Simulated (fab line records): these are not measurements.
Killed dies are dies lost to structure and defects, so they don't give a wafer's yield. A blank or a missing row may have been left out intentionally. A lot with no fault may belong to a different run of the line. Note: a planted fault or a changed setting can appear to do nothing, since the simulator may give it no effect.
2 desks, one fault	flow sky130	every desk sees just its own numbers, and what lay behind them comes last

THE METROLOGY DESK
Lot by lot, what the gauges showed, no matter which tool ran the lot: averages of those sampled wafers that carry a number. If a lot's mean is further than 4 standard deviations from the usual mean, the lot is out of limits and carries the mark OUT (the distance appears in the brackets).
Columns: A = cdNm at SKY_VIA3_CD_MEAS_12, usual 199.7 nm
lot	first seen here	A
L168	day 39 10:02	200.7
L169	day 39 18:55	201.4
L170	day 40 11:12	201.8
L174	day 41 16:10	198.3
L175	day 41 22:33	200.2
L178	day 42 17:43	200.3
L182	day 43 20:37	200.0
L184	day 44 05:03	200.6
L185	day 44 14:49	199.6
L186	day 44 17:50	199.8
L187	day 45 03:43	200.4
L188	day 45 07:40	198.7
L189	day 45 19:55	199.5
L190	day 45 23:03	199.9
L191	day 46 04:10	199.4
Result from this desk: across the 15 lots, nothing is out of limits.

TOOL OWNER'S DESK, rieDiel-01
The tool's own readings at SKY_VIA3_ETCH_14 (etches BARC in N2/H2, stops on SiO2, time 45.9 s, target depth 60 nm): means of the sampled wafers that have a number, for each lot that ran on this tool. If a lot's mean is further than 4 standard deviations from the usual mean, the lot is out of limits and carries the mark OUT (the distance appears in the brackets).
Columns: A = drypumpMotorCurrentA at SKY_VIA3_ETCH_14, usual 5.6 A; B = oesProductAu at SKY_VIA3_ETCH_14, usual 0.855 a.u.; C = runLengthS at SKY_VIA3_ETCH_14, usual 74.2 s; D = throttleValvePct at SKY_VIA3_ETCH_14, usual 13.226 %
lot	first seen here	A	B	C	D
L170	day 40 11:19	5.8	0.857	74.2	13.229
L174	day 41 16:16	5.8	0.916 (+13) OUT	70.8 (-7.4) OUT	13.226
L175	day 41 22:43	6.1	0.909 (+11) OUT	71.3 (-6.4) OUT	13.226
L178	day 42 17:52	5.5	0.896 (+8.5) OUT	72.2 (-4.4) OUT	13.234
L187	day 45 03:52	5.9	0.856	74.2	13.240
L188	day 45 07:49	5.7	0.854	74.1	13.227
L190	day 45 23:10	5.9	0.856	73.9	13.228
L191	day 46 04:19	6.0	0.853	74.4	13.218
This desk finds L174, L175, L178 out of limits, L174 being first, at day 41 16:16 (oesProductAu at SKY_VIA3_ETCH_14). In limits: L170, L187, L188, L190, L191.

BROUGHT TOGETHER
On L174, L175, L178, at day 41 16:16, an alarm was possible from the tool owner's desk.
Metrology desk: nothing out of limits seen.
The metrology desk has L174, L175, L178 on record, within its limits.
Every lot named ran SKY_VIA3_ETCH_14 on rieDiel-01.

WHAT HAD BEEN PUT IN BY THE SIMULATOR
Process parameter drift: rieDiel-01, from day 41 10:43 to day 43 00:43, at SKY_VIA3_ETCH_14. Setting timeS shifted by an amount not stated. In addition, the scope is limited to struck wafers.
Lots struck among those shown: L174, L175, L178.
Each desk's first reading out of limits, in hours after the fault started: the tool owner's desk, 6.
